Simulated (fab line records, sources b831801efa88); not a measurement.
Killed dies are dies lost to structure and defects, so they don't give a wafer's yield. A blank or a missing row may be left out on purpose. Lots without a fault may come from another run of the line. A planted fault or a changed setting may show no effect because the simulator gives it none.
Which tool did it? | flow sky130 | 14 lots, 42 wafers sampled, at 2 steps of a route of 708

WHAT THE GAUGES READ, wafer by wafer
SKY_VIA2_BOW_MEAS_03.
lot  | measured     | on            | VIA2_BOW (um)
L535 | day 35 10:47 | film_metro-02 | 87 84 88
L536 | day 35 20:01 | film_metro-02 | 94 97 87
L539 | day 36 13:02 | film_metro-04 | 83 88 91
L538 | day 36 14:42 | film_metro-03 | 85 83 86
L541 | day 36 22:31 | film_metro-03 | 92 88 91
L540 | day 36 23:07 | film_metro-02 | 76 84 82
L548 | day 39 14:25 | film_metro-03 | 87 80 85
L549 | day 39 16:47 | film_metro-04 | 100 99 85
L550 | day 39 23:10 | film_metro-02 | 73 79 85
L552 | day 40 13:23 | film_metro-02 | 76 85 87
L554 | day 41 05:14 | film_metro-04 | 86 91 69
L553 | day 41 05:58 | film_metro-04 | 78 79 74
L555 | day 41 07:46 | film_metro-02 | 75 85 94
L557 | day 41 18:11 | film_metro-03 | 85 84 102

WHICH TOOL RAN EACH LOT (tool, then ch and the chambers of the sampled wafers, then the start)
lot  | SKY_METAL1_DESCUM_17
L535 | rie_metal-01 ch 0,1, day 33 01:43
L536 | rie_metal-04 ch 0,1, day 33 09:48
L539 | rie_metal-01 ch 0,1, day 34 03:41
L538 | rie_metal-04 ch 0,1, day 34 06:10
L541 | rie_metal-03 ch 0,1, day 34 14:54
L540 | rie_metal-01 ch 0, day 34 15:01
L548 | rie_metal-01 ch 0,1, day 37 08:43
L549 | rie_metal-04 ch 0,1, day 37 11:39
L550 | rie_metal-04 ch 0,1, day 37 15:46
L552 | rie_metal-04 ch 0,1, day 38 06:07
L554 | rie_metal-04 ch 0,1, day 39 00:04
L553 | rie_metal-03 ch 0,1, day 39 00:04
L555 | rie_metal-01 ch 0, day 39 00:11
L557 | rie_metal-03 ch 0,1, day 39 12:46
- SKY_METAL1_DESCUM_17: chemistry O2, time 8 s.

WHAT THE TOOLS THEMSELVES READ (means of the sampled wafers that have a number; where no wafer has one, the mark that the record gives instead)
SKY_METAL1_DESCUM_17.
lot  | tool         | drypump_motor_current_A (A) | oes_product_au (a.u.)
L535 | rie_metal-01 | 5.4                         | 1.007
L536 | rie_metal-04 | 6.2                         | 1.000
L539 | rie_metal-01 | 5.1                         | 1.000
L538 | rie_metal-04 | 6.1                         | 1.006
L541 | rie_metal-03 | 5.6                         | 1.014
L540 | rie_metal-01 | 4.9                         | 0.985
L548 | rie_metal-01 | 5.4                         | 0.998
L549 | rie_metal-04 | 6.3                         | 1.009
L550 | rie_metal-04 | 6.1                         | 1.009
L552 | rie_metal-04 | 6.3                         | 1.014
L554 | rie_metal-04 | 6.3                         | 1.010
L553 | rie_metal-03 | 5.8                         | 1.005
L555 | rie_metal-01 | 4.9                         | 0.986
L557 | rie_metal-03 | 5.8                         | 1.005

THE ANSWER, worked out from the rows above alone
Rule: what is usual is taken from the lots themselves. Put in order of their means at a reading, lots are off if they are a third of the lots or fewer, leave a main group of 4 or more, and stand apart from it by a gap of 3 or more times the standard deviation of the main group's means; of several such gaps the widest counts. A main group whose means are all the same, to the digits that the tables above print for the reading, isn't used. A lot without any number at a reading at which 4 lots or more have one is off too. The other lots that the step has rows for count as sound. The gauges are gone through in route order, then the tools' own readings, and for those a lot's mean is taken as printed above. The first step at which some lot is off is used, and at that step the reading that is off furthest; a lot without a number counts as furthest.
No lot is off at any reading shown: from this, nothing can be told.

WHAT THE SIMULATOR HAD PUT IN
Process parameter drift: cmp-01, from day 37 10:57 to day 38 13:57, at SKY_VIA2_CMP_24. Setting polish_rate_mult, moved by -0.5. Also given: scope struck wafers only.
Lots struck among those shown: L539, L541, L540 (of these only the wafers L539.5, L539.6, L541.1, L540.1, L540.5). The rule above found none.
